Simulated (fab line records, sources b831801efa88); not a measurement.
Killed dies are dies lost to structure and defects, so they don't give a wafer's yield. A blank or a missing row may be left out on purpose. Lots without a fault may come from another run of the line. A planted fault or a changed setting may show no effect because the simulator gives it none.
A struck lot beside a sound one | flow sky130 | 16 steps out of a route of 708
Sound: wafers L313.1, L313.3, L313.6. Struck: wafers L315.1, L315.3, L315.5. The cause comes at the end.
At each step with rows: each side's tool, then ch and its chambers, then its first start. Under that, the readings that differ: sound wafers | struck wafers | difference of the means | sigmas: that difference in standard deviations of wafers without a fault.
alike: readings whose means differ by less than 2 such deviations, and words and numbers that are the same on both sides. not compared: withheld readings, readings that some wafer has no value for, bounds like >300 that may hide the same value, and numbers for which the record gives no deviation and whose values overlap.
The two part at a step that has a row with sigmas, a row that says differs or no value, or rows on one side only. Numbers that don't overlap but have no deviation are shown without sigmas and don't part them. A reading that every wafer of one side lacks parts them only if that side has two wafers or more.

first, 5 steps without rows for these wafers: SKY_SONOS_TUNNEL_COAT_02 (resist thk 1140 nm); SKY_SONOS_TUNNEL_SOFTBAKE_03 (time 60 s); SKY_SONOS_TUNNEL_EXPOSE_04 (exposes mask TUNM, target cd 410 nm); SKY_SONOS_TUNNEL_PEB_05; SKY_SONOS_TUNNEL_DEVELOP_06 (develop time 60 s).
SKY_SONOS_TUNNEL_CD_MEAS_07: target cd 410 nm.
  sound on cd_sem-01, day 13 22:01; struck on cd_sem-02, day 14 07:30
  alike: cd_nm
SKY_SONOS_TUNNEL_OVL_MEAS_08:
  sound on overlay-02, day 13 22:08; struck on overlay-01, day 14 07:37
  alike: SONOS_TUNNEL_OVL
then, 3 steps without rows for these wafers: SKY_SONOS_TUNNEL_IMPLANT_09; SKY_SONOS_TUNNEL_WET_ETCH_10 (etches SiO2 in dHF, target depth 14 nm, time 280 s); SKY_SONOS_TUNNEL_STRIP_11 (strips in SPM, time 600 s).
SKY_SONOS_TUNNEL_TW_MEAS_12:
  sound on film_metro-02, day 13 22:57; struck on film_metro-01, day 14 08:05
  alike: SONOS_TUNNEL_TW
then, 1 step without rows for these wafers: SKY_SONOS_TUNNEL_CLEAN_13 (cleans in dHF, time 20 s).
SKY_SONOS_ONO_OXIDATION_00: stabilise 600 s, purge 300 s, target thk 2.6 nm.
  sound on furnace-02 ch 0, day 13 23:10; struck on furnace-01 ch 0, day 14 09:38
  reading                                          | sound                | struck               | difference | sigmas
  spike_tc_bottom_C (C)                            | 820.4 821.4 823.4    | 813.3 813.0 814.5    | -8.1       | -8
  spike_tc_centre_C (C)                            | 799.7 800.7 799.5    | 794.9 796.4 793.8    | -4.9       | -5
  spike_tc_lower_C (C)                             | 803.4 800.5 801.6    | 795.2 794.2 796.1    | -6.7       | -6
  spike_tc_upper_C (C)                             | 799.2 802.2 801.9    | 795.4 796.1 797.3    | -4.8       | -4
  tube_center_temp_C (C)                           | 800.1 800.04 799.97  | 793.49 793.43 793.47 | -6.57      | -98
  tube_center_temp_C_max                           | 801.91 802.16 801.68 | 795.19 795.15 795.32 | -6.70      | -23
  zone_power_lower_pct (%)                         | 15.8 15.9 15.8       | 12.3 12.1 12.0       | -3.7       | -2
  model.SiO2_of_SONOS_ONO_OXIDATION_00.thk_nm (nm) | 2.613 2.59 2.604     | 2.369 2.388 2.386    | -0.221     |
SKY_SONOS_ONO_THK_MEAS_01:
  sound on film_metro-04, day 14 00:30; struck on film_metro-03, day 14 10:59
  reading                      | sound          | struck         | difference | sigmas
  SONOS_ONO_OXIDATION_THK (nm) | 2.56 2.57 2.64 | 2.36 2.36 2.42 | -0.21      | -4
then, 1 step without rows for these wafers: SKY_SONOS_ONO_CVD_02 (deposits Si3N4 from DCS/NH3, target thk 10.5 nm, time 180 s).
-- the record jumps here: 34 days lie between the struck wafers' starts before and after (it left off in module SONOS_ONO and takes up again in module PAD_OPEN, whose first step shown is number 708 of the route) --
SKY_PAD_OPEN_PROBE_99:
  sound on prober-01, day 47 16:11; struck on prober-02, day 48 14:02
  reading                              | sound                | struck               | difference | sigmas
  killed_at_M4_up                      | 4 0 2                | 8 7 7                | +5         | +3
  model.etest.cap_ono.gate_log10_a_cm2 | -7.708 -7.897 -7.949 | -8.109 -8.276 -8.164 | -0.332     |
  model.etest.cap_ono.tox_acc_nm (nm)  | 12.66 12.89 12.84    | 12.96 13.19 13.04    | +0.27      |
  alike: killed_at_M0_to_M3, killed_at_contacts, killed_at_front_end, killed_at_other, killed_dies, killed_on_rim, killed_open, killed_short
  not compared: model.etest.sonos_erased.vt_v, model.etest.sonos_baked.vt_less_v

WHERE THEY PART
First at SKY_SONOS_ONO_OXIDATION_00; last, within this record, at SKY_PAD_OPEN_PROBE_99.

WHY: what the simulator had put in
Process parameter drift: furnace-01, from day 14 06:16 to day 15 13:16, at SKY_SONOS_ONO_OXIDATION_00. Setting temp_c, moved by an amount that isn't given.
